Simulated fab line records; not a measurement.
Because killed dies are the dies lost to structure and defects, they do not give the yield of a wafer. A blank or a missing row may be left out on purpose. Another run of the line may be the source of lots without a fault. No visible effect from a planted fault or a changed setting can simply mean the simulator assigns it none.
fab line records    flow sky130
record lots=11  wafers=33  last-day=50
route steps=708 shown VIA1@459 METAL2@483 PAD_OPEN@708
lots that met no fault: from a run of the same line without faults
start-h: hours from the record's first day to the start of the lot's first wafer shown    wait-h: how many hours have passed since the lot's step before this one    " the same as in the row above    L1.1+2: several wafers, shown together as one row    - no value, or no start given    * or withheld: withheld    < > ~ a bound
route shown NAME@n: NAME is a module with steps in the file, n the number in the route of the first one    usual: mean/standard deviation taken from wafers without a fault    same: alike in all rows    chamber/n: place in a boat    sites: per-site readings    _std_site: the standard deviation of these    _edge_site: inner sites' mean taken away from outer sites' mean    radius-mm: for every site, how far away it sits from the centre of the wafer    mask NAME#n: copy n    behind: tool/chamber where the wafer was last shaped    hold: the reason the lot was held/the length of the hold in hours/how it ended    device: which transistor (n, p or np) failed to switch    end of line: the route-end tests of the same wafers    a step with no rows: only its recipe    killed: dies lost to structure and defects at the first sort, not the wafer's yield    map: dies across one wafer; x = killed, . = not, _ = none there
set.NAME: the setting as run; set.NAME@STEP: as run at that earlier step    model.NAME: the simulator's own value behind a step, which no gauge read
one table for each step of the route and one row for each wafer, over a sample of lots
services: the hour from which a tool's chamber was out of use, counted from the record's first day as start-h (under 0 if before that day), plus the number of hours and why
## steps
# step SKY_VIA1_THK_MEAS_01
# recipe reads=SiO2_of_VIA1_HDPCVD_00
# usual VIA1_HDPCVD_THK=1034/11
lot.wafer  tool           chamber  start-h  wait-h  VIA1_HDPCVD_THK[nm]
L927.3     film-metro-01  -        785.56   0.1     1048
L927.4     "              -        "        "       1042
L927.5     "              -        "        "       1036
L930.1     film-metro-04  -        803.42   0.1     1020
L930.2     "              -        "        "       1029
L930.4     "              -        "        "       1035
L934.2     film-metro-01  -        839.70   0.1     1026
L934.3     "              -        "        "       1021
L934.6     "              -        "        "       1025
L935.1     film-metro-04  -        840.62   0.1     1031
L935.4     "              -        "        "       1027
L935.5     "              -        "        "       1042
L936.1     film-metro-04  -        848.26   0.1     1040
L936.4     "              -        "        "       1037
L936.6     "              -        "        "       1016
L942.3     film-metro-02  -        892.68   0.1     1038
L942.5     "              -        "        "       1041
L942.6     "              -        "        "       1024
L944.1     film-metro-01  -        903.25   0.1     1028
L944.2     "              -        "        "       1016
L944.4     "              -        "        "       1042
L945.2     film-metro-02  -        906.32   0.1     1037
L945.3     "              -        "        "       1037
L945.5     "              -        "        "       1034
L946.1     film-metro-01  -        914.36   0.1     1035
L946.2     "              -        "        "       1034
L946.6     "              -        "        "       1030
L948.3     film-metro-01  -        925.83   0.1     1036
L948.4     "              -        "        "       1031
L948.5     "              -        "        "       1036
L949.3     film-metro-04  -        935.46   0.1     1029
L949.4     "              -        "        "       1039
L949.5     "              -        "        "       1028
# step SKY_VIA1_STRIP_16
# recipe chemistry=O2/N2  power-w=1400  pressure-mtorr=1500  platen-temp-c=withheld  o2-flow-sccm=3000  n2-flow-sccm=300  overash-fraction=0.5
# usual drypump-motor-current-A=5.7/0.51  oes-product-au=0.415/0.0043  strip-time-to-endpoint-s=4.449/0.018
lot.wafer  tool             chamber  start-h  wait-h  drypump-motor-current-A  oes-product-au  rf-hours-counter-h  strip-time-to-endpoint-s
L927.3     plasma-asher-02  0        813.15   0.1     5.4                      0.413           -                   4.446
L927.4     "                1        "        "       6.0                      0.413           -                   4.420
L927.5     "                0        "        "       5.4                      0.420           -                   4.443
L930.1     plasma-asher-04  1        830.16   0.0     5.6                      0.413           98                  4.422
L930.2     "                0        "        "       5.0                      0.410           98                  4.444
L930.4     "                0        "        "       5.1                      0.411           -                   4.455
L934.2     plasma-asher-04  0        866.21   0.0     5.0                      0.417           101                 4.447
L934.3     "                0        "        "       5.0                      0.414           -                   4.442
L934.6     "                1        "        "       5.6                      0.418           -                   4.445
L935.1     plasma-asher-01  0        866.56   0.0     5.3                      0.417           71                  4.432
L935.4     "                1        "        "       6.5                      0.413           -                   4.445
L935.5     "                1        "        "       6.5                      0.408           -                   4.449
L936.1     plasma-asher-01  1        874.76   0.0     6.4                      0.420           72                  4.466
L936.4     "                0        "        "       5.3                      0.420           -                   4.442
L936.6     "                0        "        "       5.3                      0.415           -                   4.471
L942.3     plasma-asher-01  1        918.29   0.1     6.5                      0.417           -                   4.439
L942.5     "                1        "        "       6.5                      0.419           -                   4.451
L942.6     "                0        "        "       5.3                      0.412           -                   4.430
L944.1     plasma-asher-02  0        928.97   0.0     5.4                      0.421           19                  4.449
L944.2     "                1        "        "       6.1                      0.414           19                  4.435
L944.4     "                0        "        "       5.4                      0.418           -                   4.448
L945.2     plasma-asher-02  0        931.61   0.0     5.4                      0.414           19                  4.431
L945.3     "                1        "        "       6.0                      0.418           -                   4.439
L945.5     "                1        "        "       6.0                      0.415           -                   4.443
L946.1     plasma-asher-01  1        940.16   0.0     6.5                      0.414           79                  4.452
L946.2     "                0        "        "       5.3                      0.416           79                  4.437
L946.6     "                0        "        "       5.3                      0.410           -                   4.471
L948.3     plasma-asher-04  0        952.20   0.1     5.0                      0.401           -                   4.434
L948.4     "                1        "        "       5.6                      0.414           -                   4.464
L948.5     "                0        "        "       5.0                      0.420           -                   4.447
L949.3     plasma-asher-04  0        962.04   0.1     5.0                      0.413           -                   4.458
L949.4     "                1        "        "       5.7                      0.416           -                   4.468
L949.5     "                0        "        "       5.0                      0.415           -                   4.447
# step SKY_METAL2_SPUTTER_00
# recipe material=Ti  target-thk-nm=15  power-w=3000  time-s=10  chamber-pressure-pa=0.4
# usual throttle-valve-pct=29.9/1
lot.wafer  tool            chamber  start-h  wait-h  throttle-valve-pct
L927.3     pvd-sputter-02  -        814.34   0.1     29.3
L927.4     "               -        "        "       29.4
L927.5     "               -        "        "       29.7
L930.1     pvd-sputter-01  -        831.38   0.1     29.9
L930.2     "               -        "        "       29.3
L930.4     "               -        "        "       30.7
L934.2     pvd-sputter-02  -        867.44   0.1     30.9
L934.3     "               -        "        "       29.3
L934.6     "               -        "        "       31.0
L935.1     pvd-sputter-03  -        867.82   0.2     30.0
L935.4     "               -        "        "       29.8
L935.5     "               -        "        "       29.5
L936.1     pvd-sputter-02  -        876.05   0.2     29.2
L936.4     "               -        "        "       28.7
L936.6     "               -        "        "       29.1
L942.3     pvd-sputter-01  -        919.52   0.1     29.5
L942.5     "               -        "        "       30.9
L942.6     "               -        "        "       29.5
L944.1     pvd-sputter-01  -        930.22   0.2     30.9
L944.2     "               -        "        "       29.4
L944.4     "               -        "        "       29.6
L945.2     pvd-sputter-02  -        932.84   0.1     30.9
L945.3     "               -        "        "       29.4
L945.5     "               -        "        "       29.3
L946.1     pvd-sputter-02  -        941.39   0.1     31.0
L946.2     "               -        "        "       29.0
L946.6     "               -        "        "       29.3
L948.3     pvd-sputter-02  -        953.39   0.1     29.5
L948.4     "               -        "        "       29.3
L948.5     "               -        "        "       31.0
L949.3     pvd-sputter-01  -        963.24   0.1     30.8
L949.4     "               -        "        "       30.1
L949.5     "               -        "        "       29.4
# step SKY_METAL2_METAL_ETCH_19
# recipe target-depth-a=3600  stop-on=SiO2  over-etch-frac=0.3  time-s=78  chemistry=Cl2/BCl3  resist-sidewall-deg=88  pressure-mtorr=10  icp-w=900  bias-w=48.5  Cl2_flow_sccm=60  bcl3-flow-sccm=30
# usual bcl3-flow-sccm=30.00/0.094  bias-w=48.49/0.15  drypump-motor-current-A=5.5/0.41  oes-product-au=0.854/0.0052  rf-fwd-power-W=893/3.1  throttle-valve-pct=22.265/0.0093
lot.wafer  tool          chamber  start-h  wait-h  bcl3-flow-sccm  bias-w  drypump-motor-current-A  oes-product-au  rf-fwd-power-W  rf-hours-counter-h  throttle-valve-pct
L927.3     rie-metal-01  1        841.69   0.1     30.04           48.40   5.2                      0.851           896             -                   22.278
L927.4     "             0        "        "       30.06           48.39   5.4                      0.854           891             -                   22.271
L927.5     "             1        "        "       29.93           48.01   5.3                      0.857           895             -                   22.281
L930.1     rie-metal-01  1        856.97   0.0     29.91           48.60   5.2                      0.844           887             9                   22.271
L930.2     "             0        "        "       29.98           48.70   5.4                      0.848           890             5                   22.275
L930.4     "             0        "        "       30.00           48.37   5.4                      0.855           893             -                   22.265
L934.2     rie-metal-01  0        892.81   0.0     -               -       -                        -               -               -                   -
L934.3     "             0        "        "       -               -       -                        -               -               -                   -
L934.6     "             1        "        "       -               -       -                        -               -               -                   -
L935.1     rie-metal-04  0        893.17   0.0     -               -       -                        -               -               -                   -
L935.4     "             1        "        "       -               -       -                        -               -               -                   -
L935.5     "             1        "        "       -               -       -                        -               -               -                   -
L936.1     rie-metal-02  0        901.16   0.0     30.12           48.42   6.3                      0.855           897             14                  22.256
L936.4     "             0        "        "       30.26           48.41   6.3                      0.853           898             -                   22.279
L936.6     "             1        "        "       30.17           48.50   5.3                      0.856           892             -                   22.253
L942.3     rie-metal-04  1        945.05   0.1     29.95           48.42   4.9                      0.863           892             -                   22.274
L942.5     "             1        "        "       29.93           48.44   5.0                      0.847           893             -                   22.276
L942.6     "             0        "        "       30.01           48.52   5.5                      0.856           895             -                   22.257
L944.1     rie-metal-01  1        956.47   0.0     30.02           48.51   5.2                      0.844           896             15                  22.247
L944.2     "             0        "        "       30.04           48.60   5.4                      0.855           892             11                  22.261
L944.4     "             1        "        "       29.98           48.51   5.3                      0.853           897             -                   22.276
L945.2     rie-metal-02  1        958.92   0.0     29.96           48.57   5.3                      0.851           889             6                   22.259
L945.3     "             1        "        "       30.06           48.52   5.2                      0.864           889             -                   22.267
L945.5     "             1        "        "       30.04           48.57   5.2                      0.848           885             -                   22.262
L946.1     rie-metal-01  0        966.52   0.0     29.88           48.48   5.4                      0.851           896             12                  22.280
L946.2     "             1        "        "       29.98           48.48   5.3                      0.851           890             15                  22.280
L946.6     "             0        "        "       29.89           48.44   5.4                      0.852           895             -                   22.251
L948.3     rie-metal-04  1        978.55   0.1     29.92           48.55   4.9                      0.840           892             -                   22.264
L948.4     "             0        "        "       29.89           48.40   5.6                      0.848           888             -                   22.283
L948.5     "             1        "        "       29.91           48.58   5.0                      0.845           898             -                   22.250
L949.3     rie-metal-01  1        987.55   0.1     29.86           48.58   5.2                      0.860           895             -                   22.266
L949.4     "             0        "        "       29.94           48.57   5.4                      0.859           895             -                   22.256
L949.5     "             1        "        "       29.92           48.57   5.2                      0.850           897             -                   22.262
# step SKY_METAL2_STRIP_20
# recipe chemistry=O2/N2  power-w=1400  pressure-mtorr=1500  platen-temp-c=withheld  o2-flow-sccm=3000  n2-flow-sccm=300  overash-fraction=0.5
# usual drypump-motor-current-A=5.7/0.52  oes-product-au=0.342/0.0048  strip-time-to-endpoint-s=2.68/0.045
lot.wafer  tool             chamber  start-h  wait-h  drypump-motor-current-A  oes-product-au  rf-hours-counter-h  strip-time-to-endpoint-s
L927.3     plasma-asher-02  1        841.78   0.1     6.0                      0.344           -                   2.72
L927.4     "                0        "        "       5.4                      0.338           -                   2.68
L927.5     "                0        "        "       5.4                      0.338           -                   2.77
L930.1     plasma-asher-03  0        857.06   0.1     5.6                      0.345           43                  2.71
L930.2     "                1        "        "       5.1                      0.343           43                  2.65
L930.4     "                1        "        "       5.1                      0.342           -                   2.65
L934.2     plasma-asher-03  0        892.90   0.1     5.6                      0.437           47                  5.17
L934.3     "                1        "        "       5.1                      0.445           -                   5.19
L934.6     "                0        "        "       5.5                      0.447           -                   5.18
L935.1     plasma-asher-01  0        893.26   0.1     5.3                      0.448           74                  5.20
L935.4     "                1        "        "       6.5                      0.441           -                   5.22
L935.5     "                0        "        "       5.3                      0.446           -                   5.21
L936.1     plasma-asher-01  1        901.25   0.1     6.5                      0.338           75                  2.67
L936.4     "                0        "        "       5.3                      0.344           -                   2.68
L936.6     "                1        "        "       6.5                      0.345           -                   2.63
L942.3     plasma-asher-02  0        945.14   0.1     5.4                      0.342           -                   2.72
L942.5     "                0        "        "       5.4                      0.344           -                   2.72
L942.6     "                1        "        "       6.1                      0.335           -                   2.68
L944.1     plasma-asher-01  1        956.56   0.1     6.5                      0.347           81                  2.70
L944.2     "                0        "        "       5.3                      0.348           81                  2.63
L944.4     "                1        "        "       6.5                      0.347           -                   2.74
L945.2     plasma-asher-01  0        959.01   0.1     5.3                      0.342           81                  2.62
L945.3     "                1        "        "       6.5                      0.340           -                   2.62
L945.5     "                0        "        "       5.3                      0.339           -                   2.63
L946.1     plasma-asher-03  1        966.61   0.1     5.2                      0.342           54                  2.60
L946.2     "                0        "        "       5.6                      0.352           54                  2.70
L946.6     "                1        "        "       5.2                      0.343           -                   2.60
L948.3     plasma-asher-03  0        978.65   0.1     5.6                      0.341           -                   2.66
L948.4     "                1        "        "       5.1                      0.345           -                   2.64
L948.5     "                1        "        "       5.1                      0.337           -                   2.63
L949.3     plasma-asher-03  1        987.64   0.1     5.2                      0.342           -                   2.69
L949.4     "                0        "        "       5.6                      0.348           -                   2.67
L949.5     "                1        "        "       5.2                      0.340           -                   2.74
# step SKY_PAD_OPEN_PROBE_99
# usual defect-limited-yield=82.5/1.9  killed_at_M0_to_M3=42/7.2  killed_at_M4_up=3.5/1.8  killed-at-contacts=25/5.7  killed-at-front-end=16/4.6  killed-at-other=0.2/0.41  killed-dies=86/9.3  killed-on-rim=17/3.9  killed-open=47/6.3  killed-short=39/5.9
# same gross-dies=492  killed-at-back-side=0
lot.wafer  tool       chamber  start-h  wait-h  hold                    defect-limited-yield[%]  killed_at_M0_to_M3  killed_at_M4_up  killed-at-contacts  killed-at-front-end  killed-at-other  killed-dies  killed-on-rim  killed-open  killed-short
L927.3     prober-01  -        1093.00  0.2     -                       82.7                     47                  5                17                  16                   0                85           24             46           39
L927.4     prober-01  -        1093.05  0.2     -                       80.3                     62                  4                23                  7                    1                97           16             55           42
L927.5     prober-01  -        1093.10  0.2     -                       81.7                     38                  6                26                  20                   0                90           15             48           42
L930.1     prober-01  -        1106.15  0.1     -                       83.1                     42                  3                25                  13                   0                83           19             40           43
L930.2     prober-01  -        1106.20  0.1     -                       80.7                     47                  6                21                  21                   0                95           16             45           50
L930.4     prober-01  -        1106.30  0.2     -                       85.2                     30                  2                20                  19                   2                73           12             45           28
L934.2     prober-01  -        1131.68  0.1     await-dispo/2.8h/scrap  0                        455                 2                17                  17                   1                492          96             52           31
L934.3     prober-01  -        1131.73  0.2     await-dispo/2.8h/scrap  0                        435                 5                29                  23                   0                492          96             53           42
L934.6     prober-01  -        1131.88  0.2     await-dispo/2.8h/scrap  0                        447                 2                17                  26                   0                492          96             48           38
L935.1     prober-02  -        1133.57  0.1     await-dispo/4.5h/scrap  0                        449                 4                25                  14                   0                492          96             39           42
L935.4     prober-02  -        1133.72  0.2     await-dispo/4.5h/scrap  0                        457                 2                19                  14                   0                492          96             43           36
L935.5     prober-02  -        1133.77  0.2     await-dispo/4.5h/scrap  0                        451                 2                25                  14                   0                492          96             51           45
L936.1     prober-01  -        1143.86  0.1     -                       83.9                     39                  5                21                  14                   0                79           17             41           38
L936.4     prober-01  -        1144.01  0.2     -                       82.5                     44                  5                25                  12                   0                86           19             47           39
L936.6     prober-01  -        1144.11  0.2     -                       83.3                     35                  5                30                  12                   0                82           25             49           33
L942.3     prober-01  -        1171.75  0.2     -                       80.3                     46                  6                21                  24                   0                97           16             57           40
L942.5     prober-01  -        1171.85  0.2     -                       81.5                     41                  5                24                  21                   0                91           18             51           40
L942.6     prober-01  -        1171.90  0.2     -                       79.9                     52                  5                27                  15                   0                99           15             58           41
L944.1     prober-01  -        1182.02  0.1     -                       83.9                     36                  1                23                  18                   1                79           12             46           33
L944.2     prober-01  -        1182.07  0.1     -                       81.9                     29                  2                41                  16                   1                89           13             47           42
L944.4     prober-01  -        1182.17  0.2     -                       82.9                     38                  1                30                  15                   0                84           11             42           42
L945.2     prober-02  -        1183.40  0.1     -                       82.7                     43                  3                24                  15                   0                85           21             47           38
L945.3     prober-02  -        1183.45  0.2     -                       83.7                     44                  4                13                  19                   0                80           16             52           28
L945.5     prober-02  -        1183.55  0.2     -                       80.3                     51                  1                24                  21                   0                97           15             47           50
L946.1     prober-01  -        1187.24  0.1     -                       82.7                     42                  2                25                  16                   0                85           14             47           38
L946.2     prober-01  -        1187.29  0.1     -                       82.7                     41                  4                29                  11                   0                85           13             42           43
L946.6     prober-01  -        1187.49  0.2     -                       83.1                     49                  0                17                  17                   0                83           20             48           35
L948.3     prober-01  -        1193.69  0.2     -                       82.7                     38                  4                20                  23                   0                85           18             47           38
L948.4     prober-01  -        1193.74  0.2     -                       84.6                     38                  5                26                  7                    0                76           21             45           31
L948.5     prober-01  -        1193.79  0.2     -                       81.5                     47                  3                23                  18                   0                91           19             47           44
L949.3     prober-02  -        1200.72  0.2     -                       84.8                     42                  3                15                  15                   0                75           15             45           30
L949.4     prober-02  -        1200.77  0.2     -                       86.2                     34                  4                26                  4                    0                68           11             46           22
L949.5     prober-02  -        1200.82  0.2     -                       83.7                     40                  3                26                  10                   1                80           14             48           32
# killed by level:class
L927.3 VIA1:geometric-particle:open=17 METAL1:geometric-particle:short=6 VIA3:geometric-particle:open=6 LI_CONTACT:geometric-particle:open=5 VIA3:geometric-particle:short=5 FIELD_ISO:geometric-particle:short=4 CONTACT:geometric-particle:short=4 VIA1:geometric-particle:short=4
L927.4 LI_CONTACT:geometric-particle:open=12 VIA3:geometric-particle:open=12 VIA1:geometric-particle:open=11 METAL1:geometric-particle:short=9 VIA1:geometric-particle:short=9 VIA2:geometric-particle:open=7 METAL2:geometric-particle:short=6 CONTACT:geometric-particle:open=5
L927.5 CONTACT:geometric-particle:open=12 VIA1:geometric-particle:open=7 METAL2:geometric-particle:short=7 VIA3:geometric-particle:open=6 SPACER:geometric-particle:short=6 CONTACT:geometric-particle:short=6 VIA2:geometric-particle:open=6 METAL1:geometric-particle:short=5
L930.1 VIA2:geometric-particle:open=13 LOCAL_INTERCONNECT:geometric-particle:short=7 METAL1:geometric-particle:short=6 VIA2:geometric-particle:short=6 LI_CONTACT:geometric-particle:open=5 CONTACT:geometric-particle:open=5 VIA3:geometric-particle:open=5 LI_CONTACT:geometric-particle:short=4
L930.2 VIA1:geometric-particle:open=11 VIA2:geometric-particle:open=8 CONTACT:geometric-particle:open=7 POLY_GATE:geometric-particle:short=6 FIELD_ISO:geometric-particle:short=5 METAL1:geometric-particle:short=5 LOCAL_INTERCONNECT:geometric-particle:short=5 VIA3:geometric-particle:open=5
L930.4 VIA1:geometric-particle:open=10 CONTACT:geometric-particle:open=10 METAL1:geometric-particle:short=7 VIA3:geometric-particle:open=5 FIELD_ISO:geometric-particle:open=4 POLY_GATE:geometric-particle:open=4 LOCAL_INTERCONNECT:geometric-particle:short=4 CONTACT:geometric-particle:short=3
L934.2 METAL2:area-etch=409 VIA1:geometric-particle:open=15 VIA3:geometric-particle:open=11 VIA2:geometric-particle:open=7 FIELD_ISO:geometric-particle:open=5 LI_CONTACT:geometric-particle:short=5 LI_CONTACT:geometric-particle:open=5 VIA1:geometric-particle:short=5
L934.3 METAL2:area-etch=397 CONTACT:geometric-particle:open=12 VIA1:geometric-particle:open=11 VIA2:geometric-particle:open=9 POLY_GATE:geometric-particle:short=6 VIA1:geometric-particle:short=6 LI_CONTACT:geometric-particle:short=5 LI_CONTACT:geometric-particle:open=5
L934.6 METAL2:area-etch=406 POLY_GATE:geometric-particle:short=13 VIA1:geometric-particle:open=9 CONTACT:geometric-particle:open=7 VIA2:geometric-particle:open=6 LI_CONTACT:geometric-particle:open=5 CONTACT:geometric-particle:short=5 VIA1:geometric-particle:short=5
L935.1 METAL2:area-etch=411 CONTACT:geometric-particle:open=10 VIA2:geometric-particle:open=7 VIA1:geometric-particle:open=7 VIA3:geometric-particle:open=6 LOCAL_INTERCONNECT:geometric-particle:short=5 CONTACT:geometric-particle:short=5 VIA1:geometric-particle:short=5
L935.4 METAL2:area-etch=413 VIA1:geometric-particle:open=11 CONTACT:geometric-particle:open=8 VIA3:geometric-particle:open=8 LI_CONTACT:geometric-particle:open=6 VIA1:geometric-particle:short=5 VIA3:geometric-particle:short=5 FIELD_ISO:geometric-particle:short=4
L935.5 METAL2:area-etch=396 VIA1:geometric-particle:open=15 METAL1:geometric-particle:short=10 CONTACT:geometric-particle:open=9 CONTACT:geometric-particle:short=7 VIA1:geometric-particle:short=6 LI_CONTACT:geometric-particle:open=5 METAL2:geometric-particle:short=5
L936.1 VIA1:geometric-particle:open=10 VIA1:geometric-particle:short=7 LI_CONTACT:geometric-particle:open=6 VIA3:geometric-particle:open=6 CONTACT:geometric-particle:open=6 FIELD_ISO:geometric-particle:short=4 CONTACT:geometric-particle:short=4 VIA2:geometric-particle:open=4
L936.4 CONTACT:geometric-particle:open=9 VIA1:geometric-particle:open=8 LI_CONTACT:geometric-particle:open=8 VIA2:geometric-particle:open=8 VIA2:geometric-particle:short=5 METAL1:geometric-particle:short=5 FIELD_ISO:geometric-particle:open=4 CONTACT:geometric-particle:short=4
L936.6 CONTACT:geometric-particle:open=14 VIA1:geometric-particle:open=9 LI_CONTACT:geometric-particle:open=7 METAL1:geometric-particle:short=6 CONTACT:geometric-particle:short=5 FIELD_ISO:geometric-particle:short=4 METAL2:geometric-particle:short=4 VIA2:geometric-particle:open=4
L942.3 VIA1:geometric-particle:open=12 METAL1:geometric-particle:short=8 CONTACT:geometric-particle:open=7 VIA3:geometric-particle:open=7 FIELD_ISO:geometric-particle:open=6 VIA2:geometric-particle:open=6 POLY_GATE:geometric-particle:open=6 LI_CONTACT:geometric-particle:open=6
L942.5 CONTACT:geometric-particle:open=11 METAL1:geometric-particle:short=10 VIA3:geometric-particle:open=9 POLY_GATE:geometric-particle:short=8 LI_CONTACT:geometric-particle:open=7 VIA1:geometric-particle:open=7 FIELD_ISO:geometric-particle:open=4 VIA2:geometric-particle:open=4
L942.6 LI_CONTACT:geometric-particle:open=12 VIA1:geometric-particle:open=11 VIA2:geometric-particle:open=7 CONTACT:geometric-particle:open=7 METAL2:geometric-particle:short=6 VIA3:geometric-particle:open=5 METAL1:geometric-particle:open=5 METAL1:geometric-particle:short=5
L944.1 CONTACT:geometric-particle:open=10 VIA1:geometric-particle:open=8 VIA2:geometric-particle:open=8 VIA1:geometric-particle:short=7 LOCAL_INTERCONNECT:geometric-particle:short=5 METAL2:geometric-particle:short=5 FIELD_ISO:geometric-particle:short=4 POLY_GATE:geometric-particle:open=4
L944.2 LI_CONTACT:geometric-particle:open=12 LI_CONTACT:geometric-particle:short=8 CONTACT:geometric-particle:short=8 FIELD_ISO:geometric-particle:open=7 CONTACT:geometric-particle:open=6 VIA1:geometric-particle:open=6 VIA3:geometric-particle:open=6 LOCAL_INTERCONNECT:geometric-particle:short=5
L944.4 LI_CONTACT:geometric-particle:open=9 VIA1:geometric-particle:open=9 LOCAL_INTERCONNECT:geometric-particle:short=8 CONTACT:geometric-particle:open=8 VIA1:geometric-particle:short=7 VIA3:geometric-particle:open=6 METAL2:geometric-particle:short=5 FIELD_ISO:geometric-particle:short=4
L945.2 VIA1:geometric-particle:open=11 LI_CONTACT:geometric-particle:open=9 CONTACT:geometric-particle:open=7 VIA2:geometric-particle:open=7 FIELD_ISO:geometric-particle:short=5 VIA1:geometric-particle:short=4 METAL2:geometric-particle:short=4 LI_CONTACT:geometric-particle:short=3
L945.3 VIA1:geometric-particle:open=11 LI_CONTACT:geometric-particle:open=7 POLY_GATE:geometric-particle:open=6 VIA3:geometric-particle:open=6 VIA2:geometric-particle:open=6 FIELD_ISO:geometric-particle:short=4 POLY_GATE:geometric-particle:short=4 VIA3:geometric-particle:short=4
L945.5 VIA1:geometric-particle:open=11 VIA1:geometric-particle:short=7 VIA2:geometric-particle:open=7 LI_CONTACT:geometric-particle:open=6 METAL2:geometric-particle:short=6 VIA3:geometric-particle:short=5 POLY_GATE:geometric-particle:short=5 LOCAL_INTERCONNECT:geometric-particle:short=5
L946.1 VIA3:geometric-particle:open=10 CONTACT:geometric-particle:open=8 METAL2:geometric-particle:short=7 VIA2:geometric-particle:open=7 CONTACT:geometric-particle:short=5 POLY_GATE:geometric-particle:open=5 VIA1:geometric-particle:open=5 LI_CONTACT:geometric-particle:open=5
L946.2 CONTACT:geometric-particle:open=12 VIA1:geometric-particle:open=11 LOCAL_INTERCONNECT:geometric-particle:short=6 METAL1:geometric-particle:short=5 LI_CONTACT:geometric-particle:short=5 VIA2:geometric-particle:short=5 VIA3:geometric-particle:short=5 FIELD_ISO:geometric-particle:open=4
L946.6 VIA2:geometric-particle:open=11 CONTACT:geometric-particle:open=10 FIELD_ISO:geometric-particle:short=7 VIA1:geometric-particle:open=7 VIA3:geometric-particle:open=6 VIA1:geometric-particle:short=6 METAL1:geometric-particle:short=4 FIELD_ISO:geometric-particle:open=3
L948.3 VIA1:geometric-particle:open=17 FIELD_ISO:geometric-particle:short=7 LI_CONTACT:geometric-particle:open=7 POLY_GATE:geometric-particle:short=5 FIELD_ISO:geometric-particle:open=4 CONTACT:geometric-particle:short=4 CONTACT:geometric-particle:open=4 VIA2:geometric-particle:open=4
L948.4 CONTACT:geometric-particle:open=10 VIA1:geometric-particle:open=10 VIA3:geometric-particle:open=8 LI_CONTACT:geometric-particle:open=6 LOCAL_INTERCONNECT:geometric-particle:short=5 METAL2:geometric-particle:short=4 VIA2:geometric-particle:short=4 VIA2:geometric-particle:open=4
L948.5 VIA1:geometric-particle:open=11 VIA2:geometric-particle:open=9 CONTACT:geometric-particle:open=7 CONTACT:geometric-particle:short=7 VIA1:geometric-particle:short=6 VIA3:geometric-particle:open=6 FIELD_ISO:geometric-particle:short=5 FIELD_ISO:geometric-particle:open=5
L949.3 VIA2:geometric-particle:open=10 VIA1:geometric-particle:open=9 METAL1:geometric-particle:short=7 VIA3:geometric-particle:open=6 FIELD_ISO:geometric-particle:short=5 FIELD_ISO:geometric-particle:open=4 CONTACT:geometric-particle:open=4 VIA1:geometric-particle:short=4
L949.4 VIA1:geometric-particle:open=12 CONTACT:geometric-particle:open=9 LI_CONTACT:geometric-particle:open=9 VIA2:geometric-particle:open=7 VIA3:geometric-particle:short=4 LOCAL_INTERCONNECT:geometric-particle:short=4 VIA3:geometric-particle:open=4 METAL4:geometric-particle:short=3
L949.5 VIA1:geometric-particle:open=9 CONTACT:geometric-particle:open=9 VIA2:geometric-particle:open=8 METAL1:geometric-particle:short=6 LI_CONTACT:geometric-particle:open=6 CONTACT:geometric-particle:short=6 VIA3:geometric-particle:open=6 LOCAL_INTERCONNECT:geometric-particle:short=3
## services
tool             chamber  start-h  hours  kind
rie-metal-02     1        796.82   -      clean
rie-metal-02     0        816.46   21.5   repair
plasma-asher-01  -        829.82   3.3    repair
pvd-sputter-01   2        837.55   -      consumable-replace:kit
pvd-sputter-01   2        837.55   18.0   scheduled-down
pvd-sputter-01   2        837.55   18.0   vent-cycle
rie-metal-04     1        846.61   29.5   repair
plasma-asher-04  -        868.37   3.5    repair
rie-metal-01     -        884.14   0.3    repair
plasma-asher-02  -        900.88   0.5    repair
plasma-asher-03  -        905.22   14.6   pm
pvd-sputter-02   -        908.89   0.5    repair
plasma-asher-01  -        927.34   2.8    pm
pvd-sputter-02   2        930.04   -      consumable-replace:kit
pvd-sputter-02   2        930.04   18.0   scheduled-down
pvd-sputter-02   2        930.04   18.0   vent-cycle
rie-metal-04     -        937.24   2.8    pm
plasma-asher-01  -        943.35   0.6    repair
plasma-asher-02  -        946.99   15.2   repair
pvd-sputter-02   -        947.51   4.0    repair
plasma-asher-02  -        956.72   0.5    repair
pvd-sputter-03   -        967.76   2.9    repair
plasma-asher-02  -        978.00   1.7    repair
pvd-sputter-01   -        981.76   1.7    repair
## key
first-sign step=SKY_METAL2_METAL_ETCH_19  reading=tool-record  direction=missing
effect step=SKY_METAL2_STRIP_20  reading=strip-time-to-endpoint-s  direction=up  sigmas=55  usual=*  struck=*
effect step=SKY_PAD_OPEN_PROBE_99  reading=killed_at_M0_to_M3  direction=up  sigmas=57  usual=42  struck=449
more-kills-born-at SKY_METAL2_METAL_ETCH_19@rie-metal-04=1220  SKY_METAL2_METAL_ETCH_19@rie-metal-01=1212
met-at SKY_METAL2_METAL_ETCH_19
struck-lots L934,L935
later-rows-left-out L934.2,L934.3,L934.6,L935.1,L935.4,L935.5
not-acting-at SKY_VIA1_THK_MEAS_01,SKY_VIA1_STRIP_16,SKY_METAL2_SPUTTER_00
onset-between 856.97 892.81
fault kind=skipped-step-whole  tool=rie-metal-01,rie-metal-04  chamber=-  onset-h=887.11  steps=SKY_METAL2_METAL_ETCH_19  scope=struck-lots-only
# later-rows-left-out: the simulator's readings of these wafers behind a module that went badly wrong aren't trusted and aren't shown, but for the sort
